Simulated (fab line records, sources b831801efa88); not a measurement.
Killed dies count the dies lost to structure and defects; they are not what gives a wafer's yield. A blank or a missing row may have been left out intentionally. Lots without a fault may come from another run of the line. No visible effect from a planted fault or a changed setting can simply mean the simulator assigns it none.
Matching of chambers	flow gf180mcu	GF_STI_CMP_25 on cmp-02 has 4 sister chambers
The step polishes, stops on Si3N4, t overpolish 33 s, target thk 524.6 nm. 14 wafers are shown with their chamber, then 7 later ones without.

## WAFERS WITH THEIR CHAMBER
wafer	chamber	motorCurrentA (A)	overpolishRunS (s)	timeToEndpointS (s)
L951.1	3	12.7	33.019	134
L951.2	2	15.0	32.986	131
L951.3	0	15.3	32.988	131
L952.2	2	14.5	32.996	133
L952.4	1	9.8	32.995	131
L952.5	0	14.2	33.002	131
L961.2	3	12.4	32.993	121
L961.4	2	14.7	32.999	123
L961.5	1	9.9	33.007	124
L964.2	3	11.8	32.995	122
L964.3	2	14.2	33.003	123
L964.6	3	12.3	32.998	122
L966.2	1	10.4	32.994	122
L966.3	0	14.1	32.985	118

SIGNATURES (averages over the wafers above)
reading	chamber 0	chamber 1	chamber 2	chamber 3	scatter within a chamber
motorCurrentA	14.533	10.033	14.600	12.300	0.431
overpolishRunS	32.99167	32.99867	32.99600	33.00125	0.00927
timeToEndpointS	126.67	125.67	127.50	124.75	5.96
Rule: a wafer lies at a distance from a chamber equal to the root of the sum of squares, over the readings, of (its reading less the chamber's mean, divided by the reading's scatter). The wafer belongs to the nearest chamber; if the next one is less than 2 further off, it can't be placed. The scatter: take each reading less its chamber's mean, square it, sum over the shown wafers, divide by the number of wafers less the number of chambers, and take the root.

## WAFERS WHOSE CHAMBER IS MISSING
wafer	motorCurrentA (A)	overpolishRunS (s)	timeToEndpointS (s)
L966.4	12.0	32.999	115
L967.4	14.9	33.015	121
L967.5	14.8	32.991	116
L967.6	9.6	33.005	122
L970.1	13.8	33.000	121
L970.5	12.2	33.015	117
L970.6	14.0	32.987	118

## WHICH CHAMBER EACH ONE RAN IN
wafer	from the rows above	in truth
L966.4	3	3
L967.4	can't be placed: 2 or 0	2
L967.5	can't be placed: 0 or 2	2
L967.6	1	1
L970.1	can't be placed: 0 or 2 or 3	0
L970.5	3	3
L970.6	can't be placed: 0 or 2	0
3 of 7 placed correctly. From these rows, 4 cannot be placed; in 4 the true chamber is one of the candidates. Number placed wrongly: 0.
